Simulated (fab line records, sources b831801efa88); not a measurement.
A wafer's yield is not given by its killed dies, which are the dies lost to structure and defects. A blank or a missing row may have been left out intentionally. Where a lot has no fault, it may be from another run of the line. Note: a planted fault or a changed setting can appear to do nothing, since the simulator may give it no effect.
fab line records ; flow sky130
[record] lots = 7; wafers = 19; last_day = 50
route steps=708 shown CONTACT@412
lots untouched by any fault: they come from a run of this same line in which no faults occurred
start_h: the number of hours between the record's first day and the start of the first shown wafer of the lot ; wait_h: time in hours since the lot's previous step ; " as in the row above ; L1.1+2: a single row standing in for several wafers ; - no value, or no start was given ; * or withheld: withheld ; < > ~ a bound
route shown NAME@n: NAME is a module with steps in the file, n the number in the route of the first one ; usual: mean/standard deviation taken from wafers without a fault ; same: alike in all rows ; chamber/n: place in a boat ; sites: each site's reading ; _std_site: their standard deviation ; _edge_site: inner sites' mean taken away from outer sites' mean ; radius_mm: for every site, how far away it sits from the centre of the wafer ; mask NAME#n: copy n ; behind: the tool/chamber that last shaped the wafer ; hold: why the lot went on hold/how many hours it stayed there/how the hold came to an end ; device: whichever transistor did not switch (one of n, p or np) ; end of line: the route-end tests of the same wafers ; step lacking rows: just its recipe ; killed: dies lost to structure and defects at the first sort, not the wafer's yield ; map: per-die view of a wafer (x killed, . not killed, _ where there is no die)
set.NAME: the setting as run; set.NAME@STEP: as run at that earlier step ; model.NAME: the simulator's own value behind a step, which no gauge read
lots at some steps of the route; a table a step, a row a wafer
services: when a tool's chamber went out of use (start_h, in hours from the record's first day, below 0 if earlier), for how many hours, and the reason
[[steps]]
[step SKY_CONTACT_DEHYDRATE_06]
[recipe] temp_c = 200; time_s = 60
[step SKY_CONTACT_HMDS_07]
[recipe] prime_time_s = 60; prime_temp_c = 120
[step SKY_CONTACT_COAT_08]
[recipe] resist = BARC; temp_c = withheld; time_s = withheld; spin_rpm = 3000; resist_thk_nm = 60
[step SKY_CONTACT_COAT_09]
[recipe] resist = KrF-thick; spin_rpm = 3000; resist_thk_nm = 450
[step SKY_CONTACT_SOFTBAKE_10]
[recipe] temp_c = 100; time_s = 90; resist = KrF-thick
[step SKY_CONTACT_EXPOSE_11]
[recipe] mask_id = CTM1; na = 0.8; source_shape = annular; sigma_inner = 0.55; sigma_outer = 0.85; target_cd_nm = 170; dose_mj = 38
[step SKY_CONTACT_PEB_12]
[recipe] peb_temp_c = withheld; peb_time_s = withheld; resist = KrF-thick
[step SKY_CONTACT_DEVELOP_13]
[recipe] develop_time_s = 60; resist = KrF-thick; dev_temp_c = 21
[step SKY_CONTACT_CD_MEAS_14]
[recipe] target_cd_nm = 170
[usual] cd_nm = 170.3/1.7
lot.wafer;tool;chamber;start_h;wait_h;cd_nm
L838.2;cd_sem-02;-;730.91;-;169.1
L838.3;cd_sem-02;-;730.91;-;170.6
L838.5;cd_sem-02;-;730.91;-;170.6
L845.3;cd_sem-01;-;791.10;-;167.5
L845.4;cd_sem-01;-;791.10;-;166.9
L845.6;cd_sem-01;-;791.10;-;167.7
L849.2;cd_sem-02;-;829.10;-;172.3
L849.3;cd_sem-02;-;829.10;-;173.5
L849.5;cd_sem-02;-;829.10;-;172.1
L850.3;cd_sem-01;-;831.72;-;168.1
L850.6;cd_sem-01;-;831.72;-;169.0
L851.1;cd_sem-02;-;842.53;-;170.9
L851.3;cd_sem-02;-;842.53;-;169.8
L859.1;cd_sem-02;-;893.91;-;169.3
L859.2;cd_sem-02;-;893.91;-;169.6
L859.3;cd_sem-02;-;893.91;-;169.0
L860.2;cd_sem-01;-;896.98;-;168.1
L860.4;cd_sem-01;-;896.98;-;169.4
L860.6;cd_sem-01;-;896.98;-;170.1
[step SKY_CONTACT_OVL_MEAS_15]
[usual] CONTACT_OVL = 4/5.1
lot.wafer;tool;chamber;start_h;wait_h;CONTACT_OVL[nm]
L838.2;overlay-02;-;731.02;0.1;17
L838.3;overlay-02;-;731.02;0.1;10
L838.5;overlay-02;-;731.02;0.1;9
L845.3;overlay-01;-;791.19;0.1;-1
L845.4;overlay-01;-;791.19;0.1;-8
L845.6;overlay-01;-;791.19;0.1;-1
L849.2;overlay-01;-;829.20;0.1;-1
L849.3;overlay-01;-;829.20;0.1;-6
L849.5;overlay-01;-;829.20;0.1;5
L850.3;overlay-02;-;831.81;0.1;9
L850.6;overlay-02;-;831.81;0.1;13
L851.1;overlay-01;-;842.65;0.1;11
L851.3;overlay-01;-;842.65;0.1;6
L859.1;overlay-02;-;894.03;0.1;3
L859.2;overlay-02;-;894.03;0.1;-1
L859.3;overlay-02;-;894.03;0.1;6
L860.2;overlay-01;-;897.09;0.1;3
L860.4;overlay-01;-;897.09;0.1;-3
L860.6;overlay-01;-;897.09;0.1;3
[step SKY_CONTACT_ETCH_16]
[recipe] chemistry = N2/H2; target = BARC; ion_energy_ev = 200; source_w = 500; bias_w = 100; pressure_mtorr = 30; n2_flow_sccm = 100; h2_flow_sccm = 200; stop_on = SiO2; time_s = 45.9; target_depth_a = 600
[usual] drypump_motor_current_A = 5.7/0.43; oes_product_au = 0.855/0.0041; throttle_valve_pct = 13.224/0.0097
lot.wafer;tool;chamber;start_h;wait_h;drypump_motor_current_A;oes_product_au;rf_hours_counter_h;throttle_valve_pct
L838.2;rie_diel-03;3;731.05;0.0;6.0;0.850;5;13.223
L838.3;rie_diel-03;2;731.05;0.0;4.9;0.857;1;13.236
L838.5;rie_diel-03;2;731.05;0.0;4.9;0.849;-;13.218
L845.3;rie_diel-01;0;791.22;0.0;5.4;0.858;11;13.228
L845.4;rie_diel-01;0;791.22;0.0;5.4;0.853;-;13.227
L845.6;rie_diel-01;2;791.22;0.0;6.4;0.861;-;13.217
L849.2;rie_diel-01;3;829.23;0.0;5.5;0.853;13;13.230
L849.3;rie_diel-01;2;829.23;0.0;6.4;0.857;21;13.237
L849.5;rie_diel-01;0;829.23;0.0;5.4;0.850;-;13.213
L850.3;rie_diel-01;3;831.83;0.0;5.5;0.853;13;13.228
L850.6;rie_diel-01;1;831.83;0.0;6.2;0.859;-;13.229
L851.1;rie_diel-01;3;842.68;0.0;5.5;0.856;13;13.230
L851.3;rie_diel-01;2;842.68;0.0;6.4;0.858;22;13.213
L859.1;rie_diel-02;1;894.07;0.0;5.4;0.858;3;13.214
L859.2;rie_diel-02;0;894.07;0.0;5.8;0.858;9;13.212
L859.3;rie_diel-02;2;894.07;0.0;5.7;0.851;19;13.217
L860.2;rie_diel-01;0;897.12;0.0;5.5;0.858;15;13.228
L860.4;rie_diel-01;3;897.12;0.0;5.5;0.856;15;13.233
L860.6;rie_diel-01;3;897.12;0.0;5.5;0.855;-;13.229
[step SKY_CONTACT_ETCH_17]
[recipe] target = SiO2; chemistry = C4F8/O2/Ar; stop_on = Si3N4; mask_material = KrF-thick; source_w = 1500; bias_w = 1200; pressure_mtorr = 40; c4f8_flow_sccm = withheld; O2_flow_sccm = 6; Ar_flow_sccm = 300; time_s = withheld; target_depth_a = 3400
[usual] oes_product_au = 0.891/0.0047
lot.wafer;tool;chamber;start_h;wait_h;oes_product_au
L838.2;rie_diel-03;3;731.09;0.0;0.893
L838.3;rie_diel-03;2;731.09;0.0;0.888
L838.5;rie_diel-03;2;731.09;0.0;0.899
L845.3;rie_diel-01;0;791.26;0.0;0.889
L845.4;rie_diel-01;0;791.26;0.0;0.892
L845.6;rie_diel-01;2;791.26;0.0;0.888
L849.2;rie_diel-01;3;829.28;0.0;0.898
L849.3;rie_diel-01;2;829.28;0.0;0.891
L849.5;rie_diel-01;0;829.28;0.0;0.894
L850.3;rie_diel-01;3;831.88;0.0;0.894
L850.6;rie_diel-01;1;831.88;0.0;0.898
L851.1;rie_diel-01;3;842.73;0.0;0.886
L851.3;rie_diel-01;2;842.73;0.0;0.889
L859.1;rie_diel-02;1;894.11;0.0;0.896
L859.2;rie_diel-02;0;894.11;0.0;0.896
L859.3;rie_diel-02;2;894.11;0.0;0.896
L860.2;rie_diel-01;0;897.16;0.0;0.895
L860.4;rie_diel-01;3;897.16;0.0;0.892
L860.6;rie_diel-01;3;897.16;0.0;0.897
[step SKY_CONTACT_ETCH_18]
[recipe] target = Si3N4; chemistry = CHF3/O2; stop_on = TiN; source_w = 600; bias_w = 200; pressure_mtorr = 40; chf3_flow_sccm = 50; O2_flow_sccm = 5; time_s = 39; target_depth_a = 750
[usual] drypump_motor_current_A = 5.7/0.43; oes_product_au = 0.854/0.0086; throttle_valve_pct = 8.793/0.01
lot.wafer;tool;chamber;start_h;wait_h;drypump_motor_current_A;oes_product_au;rf_hours_counter_h;throttle_valve_pct;model.KrF-thick_of_CONTACT_COAT_09.thk_nm
L838.2;rie_diel-03;3;731;-;5.9;0.852;5;8.790;242.6
L838.3;rie_diel-03;2;731;-;4.9;0.851;1;8.782;242.6
L838.5;rie_diel-03;2;731;-;4.8;0.851;-;8.799;243.4
L845.3;rie_diel-01;0;791;-;5.5;0.840;11;8.781;241
L845.4;rie_diel-01;0;791;-;5.4;0.855;-;8.797;242.1
L845.6;rie_diel-01;2;791;-;6.4;0.844;-;8.802;239.7
L849.2;rie_diel-01;3;829;-;5.4;0.843;13;8.803;240.5
L849.3;rie_diel-01;2;829;-;6.4;0.849;21;8.800;255.5
L849.5;rie_diel-01;0;829;-;5.4;0.858;-;8.791;238.6
L850.3;rie_diel-01;3;831;-;5.5;0.837;13;8.787;260.9
L850.6;rie_diel-01;1;831;-;6.1;0.849;-;8.781;257.1
L851.1;rie_diel-01;3;842;-;5.4;0.845;13;8.771;244.6
L851.3;rie_diel-01;2;842;-;6.4;0.847;22;8.787;259.8
L859.1;rie_diel-02;1;894;-;5.4;0.851;3;8.810;239.7
L859.2;rie_diel-02;0;894;-;5.8;0.850;9;8.780;237.6
L859.3;rie_diel-02;2;894;-;5.7;0.850;19;8.792;247.7
L860.2;rie_diel-01;0;897;-;5.4;0.853;15;8.801;242.4
L860.4;rie_diel-01;3;897;-;5.5;0.855;15;8.793;245
L860.6;rie_diel-01;3;897;-;5.5;0.855;-;8.786;243.1
[step SKY_CONTACT_STRIP_19]
[recipe] chemistry = O2/N2; power_w = 1400; pressure_mtorr = 1500; platen_temp_c = withheld; o2_flow_sccm = 3000; n2_flow_sccm = 300; overash_fraction = 0.5
[usual] drypump_motor_current_A = 5.6/0.64; oes_product_au = 0.380/0.0049; strip_time_to_endpoint_s = 3.60/0.034
lot.wafer;tool;chamber;start_h;wait_h;drypump_motor_current_A;oes_product_au;rf_hours_counter_h;strip_time_to_endpoint_s
L838.2;plasma_asher-03;1;731.18;-;6.4;0.372;105;3.62
L838.3;plasma_asher-03;1;731.18;-;6.4;0.382;-;3.60
L838.5;plasma_asher-03;1;731.18;-;6.4;0.379;-;3.63
L845.3;plasma_asher-03;1;791.38;-;6.4;0.389;-;3.60
L845.4;plasma_asher-03;0;791.38;-;5.4;0.381;-;3.62
L845.6;plasma_asher-03;1;791.38;-;6.4;0.378;-;3.59
L849.2;plasma_asher-03;1;829.37;-;6.4;0.380;10;3.60
L849.3;plasma_asher-03;1;829.37;-;6.4;0.381;-;3.75
L849.5;plasma_asher-03;0;829.37;-;5.4;0.379;-;3.58
L850.3;plasma_asher-03;1;832.00;-;6.4;0.391;-;3.81
L850.6;plasma_asher-03;0;832.00;-;5.4;0.392;-;3.78
L851.1;plasma_asher-01;1;842.82;-;4.8;0.376;74;3.63
L851.3;plasma_asher-01;1;842.82;-;4.8;0.382;-;3.80
L859.1;plasma_asher-01;1;894.20;-;4.8;0.386;79;3.59
L859.2;plasma_asher-01;0;894.20;-;5.0;0.384;79;3.56
L859.3;plasma_asher-01;1;894.20;-;4.8;0.374;-;3.67
L860.2;plasma_asher-01;0;897.25;-;5.0;0.374;79;3.61
L860.4;plasma_asher-01;1;897.25;-;4.8;0.384;-;3.65
L860.6;plasma_asher-01;1;897.25;-;4.8;0.380;-;3.62
[step SKY_CONTACT_STRIP_20]
[recipe] chemistry = post_etch_residue_remover; time_s = 1200; temp_c = 72.5
[[services]]
tool;chamber;start_h;hours;kind
plasma_asher-01;-;708.49;2.0;repair
plasma_asher-03;-;733.75;9.0;pm
plasma_asher-03;0;733.75;9.0;vent_cycle
plasma_asher-03;1;733.75;9.0;vent_cycle
plasma_asher-03;0;742.75;-;clean
plasma_asher-03;1;742.75;-;clean
rie_diel-02;1;777.06;2.8;repair
rie_diel-02;1;779.86;-;clean
rie_diel-02;1;779.86;26.6;scheduled_down
rie_diel-02;1;779.86;26.6;vent_cycle
rie_diel-01;3;789.33;13.5;repair
rie_diel-03;1;822.14;2.9;repair
rie_diel-02;-;829.29;2.8;pm
rie_diel-03;1;830.01;5.3;repair
rie_diel-03;-;847.79;1.0;repair
rie_diel-02;1;848.22;6.2;repair
rie_diel-01;0;859.72;4.0;repair
plasma_asher-01;-;879.74;0.4;repair
[[key]]
[first_sign] step = SKY_CONTACT_STRIP_19; reading = strip_time_to_endpoint_s; direction = up; sigmas = 5.3; usual = *; struck = *
effect none on later readings
[model_effect] step = SKY_CONTACT_ETCH_18; value = KrF-thick_of_CONTACT_COAT_09.thk_nm; without = 240.7; struck = 258.3
met_at SKY_CONTACT_ETCH_18
struck_wafers L849.3,L850.3,L850.6,L851.3
sort_left_out L849.3,L851.3
tester_left_out L849,L850,L851
onset_between 791 829
[fault] kind = process_parameter_drift; tool = rie_diel-01; chamber = -; onset_h = 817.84; steps = SKY_CONTACT_ETCH_18; channel = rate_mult; offset = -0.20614; shape = step; end_h = 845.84; scope = struck_wafers_only
// tester_left_out: of these lots the tester's yield and bins aren't shown, on N5 and GAA mostly nor the transistor test; their killed dies are dies lost to structure and defects alone, not to doping, threshold or leakage, so they don't give the yield
// sort_left_out: the simulated sort isn't trusted on such a fault, so these wafers' sort isn't shown, and their yield isn't known
